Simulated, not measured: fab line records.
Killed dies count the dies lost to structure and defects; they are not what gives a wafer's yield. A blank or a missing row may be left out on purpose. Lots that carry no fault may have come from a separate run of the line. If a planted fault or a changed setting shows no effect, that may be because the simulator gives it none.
One fault through the eyes of 2 desks | flow sky130 | what lay behind the numbers comes last; until then each desk has only its own

THE TOOL OWNER'S DESK: furnace-02
The tool's own readings at SKY_GATE_OXIDE_OXIDATION_01 (stabilise 600 s, purge 300 s, target thk 10.268 nm): means of the sampled wafers that have a number, for each lot that ran on this tool. Marked OUT: a lot whose mean sits more than 4 standard deviations from the usual mean, which makes it out of limits; the brackets give that distance. Shown are 7 of the 8 readings it has, namely the first that went out of limits plus those furthest out on some lot.
Columns: A = spikeTcBottomC at SKY_GATE_OXIDE_OXIDATION_01, usual 917.1 C; B = spikeTcCentreC at SKY_GATE_OXIDE_OXIDATION_01, usual 900.4 C; C = spikeTcLowerC at SKY_GATE_OXIDE_OXIDATION_01, usual 899.9 C; D = spikeTcTopC at SKY_GATE_OXIDE_OXIDATION_01, usual 913.0 C; E = tubeCenterTempC at SKY_GATE_OXIDE_OXIDATION_01, usual 900 C; F = tube_center_temp_C_max at SKY_GATE_OXIDE_OXIDATION_01, usual 902.3; G = zonePowerTopPct at SKY_GATE_OXIDE_OXIDATION_01, usual 31.6 %
lot  | first seen here | A     | B     | C                | D     | E             | F               | G
L565 | day 14 04:42    | 918.0 | 901.2 | 899.9            | 914.0 | 900           | 902.2           | 31.4
L571 | day 16 02:14    | 913.6 | 897.0 | 895.9            | 909.9 | 896 (-52) OUT | 898.4 (-10) OUT | 31.6
L575 | day 17 12:01    | 913.6 | 896.7 | 894.9 (-4.5) OUT | 909.5 | 896 (-51) OUT | 898.2 (-11) OUT | 31.0
L582 | day 19 22:55    | 917.6 | 901.0 | 900.1            | 912.4 | 900           | 902.1           | 31.8
This desk's verdict: out of limits on L571, L575, starting with L571 at day 16 02:14 (tubeCenterTempC at SKY_GATE_OXIDE_OXIDATION_01). Within limits: L565, L582.

FROM THE METROLOGY DESK
Lot by lot, what the gauges showed, no matter which tool ran the lot: averages of those sampled wafers that carry a number. Marked OUT: a lot whose mean sits more than 4 standard deviations from the usual mean, which makes it out of limits; the brackets give that distance.
Columns: A = cdNm at SKY_SONOS_ONO_CD_MEAS_13, usual 409.7 nm; B = SONOS_ONO_OVL at SKY_SONOS_ONO_OVL_MEAS_14, usual -0.1 nm; C = GATE_OXIDE_OXIDATION_00_THK at SKY_GATE_OXIDE_THK_MEAS_02, usual 10.37 nm; D = GATE_OXIDE_OVL at SKY_GATE_OXIDE_OVL_MEAS_10, usual 0.3 nm; E = GATE_OXIDE_TW at SKY_GATE_OXIDE_TW_MEAS_14, usual 226.5
lot  | first seen here | A     | B    | C     | D    | E
L564 | day 13 18:10    | 406.6 | -1.0 | 10.37 | 0.7  | 230.7
L565 | day 14 01:37    | 407.6 | 0.4  | 10.30 | -1.1 | 229.9
L570 | day 15 22:02    | 411.1 | 1.5  | 10.17 | 0.5  | 228.9
L571 | day 16 01:44    | 414.2 | 0.3  | 9.98  | -0.6 | 229.3
L575 | day 17 10:12    | 408.3 | 0.2  | 9.97  | 0.1  | 223.9
L582 | day 19 22:19    | 410.2 | 0.7  | 10.42 | 1.0  | 223.8
Result from this desk: across the 6 lots, nothing is out of limits.

TAKEN TOGETHER
An alarm could have come from the tool owner's desk at day 16 02:14, on L571, L575.
At the metrology desk, nothing out of limits was observed.
The metrology desk has L571, L575 on record, within its limits.
Every lot named ran SKY_GATE_OXIDE_OXIDATION_01 on furnace-02.

WHAT THE SIMULATOR HAD PUT IN
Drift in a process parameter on furnace-02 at SKY_GATE_OXIDE_OXIDATION_01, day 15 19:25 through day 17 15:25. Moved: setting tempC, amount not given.
Lots struck among those shown: L571, L575.
Time in hours from fault onset to the first out-of-limits reading at each desk: the tool owner's desk, 7.
